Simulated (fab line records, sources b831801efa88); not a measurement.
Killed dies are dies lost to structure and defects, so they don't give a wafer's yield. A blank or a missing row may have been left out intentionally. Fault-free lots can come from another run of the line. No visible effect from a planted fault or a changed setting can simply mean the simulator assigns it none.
Split-lot study -- flow sky130 -- 23 wafers read from 5 lots, route of 708 steps

## ON THE SPLIT
At SKY_VT_ADJUST_HVTP_DEVELOP_06 (develop time 60 s), the setting dev-temp-c was moved away from the recipe's 23 C on 10 of the 23 wafers read, by -12.7% to +14.8%. All remaining wafers had this setting at the recipe value.

The file shows no step between the split and the reading.

## THE READING
cd-nm at SKY_VT_ADJUST_HVTP_CD_MEAS_07, given in nm (cd target 380 nm). A value of 380.1 nm with a standard deviation of 2.2 nm is what fault-free wafers of this fab line usually give.

wafer,"tool, chamber at the split","dev-temp-c as run, C",against the recipe,"cd-nm, nm",against lot-mates on the recipe
L077.1,"litho-track-01, 0",23,recipe,382.6,-
L077.2,"litho-track-01, 0",21.56,-6.3%,385.4,+2.2
L077.3,"litho-track-01, 0",21.56,-6.3%,384.9,+1.7
L077.4,"litho-track-01, 0",23,recipe,383.9,-
L077.6,"litho-track-01, 0",23,recipe,383.2,-
L078.2,"litho-track-01, 0",23,recipe,379.2,-
L078.3,"litho-track-01, 0",20.65,-10.2%,388.8,+7.6
L078.4,"litho-track-01, 0",20.65,-10.2%,388.8,+7.6
L078.5,"litho-track-01, 0",23,recipe,383.2,-
L078.6,"litho-track-01, 0",20.65,-10.2%,387.9,+6.7
L080.2,"litho-track-03, 0",23,recipe,375.7,-
L080.4,"litho-track-03, 0",23,recipe,376.5,-
L080.5,"litho-track-03, 0",23,recipe,375.2,-
L083.1,"litho-track-02, 0",23,recipe,378.7,-
L083.2,"litho-track-02, 0",23,recipe,377.4,-
L083.3,"litho-track-02, 0",26.4,+14.8%,366.3,-11.7
L083.4,"litho-track-02, 0",26.4,+14.8%,368.8,-9.2
L083.5,"litho-track-02, 0",26.4,+14.8%,366.0,-12.0
L084.1,"litho-track-03, 0",23,recipe,380.7,-
L084.2,"litho-track-03, 0",20.09,-12.7%,386.7,+6.8
L084.3,"litho-track-03, 0",23,recipe,379.1,-
L084.4,"litho-track-03, 0",23,recipe,379.9,-
L084.6,"litho-track-03, 0",20.09,-12.7%,388.8,+8.9

FIT RESULTS
A straight line over all 23 wafers: cd-nm changes by -0.811 nm for each +1% of dev-temp-c; r = -0.94; the points scatter about the line by 2.4 nm.
The same after taking each lot's own level away (the mean of its wafers on the recipe; 23 wafers): -0.69 nm for each +1%; r = -0.98; scatter 1.2 nm.
The reading moves by 10 nm for the largest change in dev-temp-c, on that fit.
Measured against the standard deviation above, the lots' own levels, which go from 375.80 to 383.23 nm, span 3.4 times it.
In other words, the slope is changed by the lot-to-lot level; the two fits disagree.
Check: -10.2 nm against its lot-mates is what the line predicts for one of the wafers moved furthest among these (+14.8%) when that wafer is left out of the fit. Against them it came out at -11.7 nm.

## THE OTHER SPLITS THESE WAFERS WENT THROUGH
These wafers also went through other splits before the reading. Each is held against what the fit with the lots' levels taken away leaves over:
other split on the same wafers,wafers away from the commonest value,r with cd-nm (lot level and that fit taken away)
SKY_FIELD_ISO_OXIDATION_01 temp-c,18,+0.22
SKY_FIELD_ISO_ETCH_15 time-s,10,-0.01
SKY_PWDE_COAT_02 spin-rpm,9,-0.18
SKY_PWDE_IMPLANT_08 energy-kev,9,+0.07
SKY_NWELL_SOFTBAKE_06 temp-c,10,+0.35

## THE FILE'S OWN FIT
cd-nm changes by -0.667 nm for each +1% of dev-temp-c, r = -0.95.
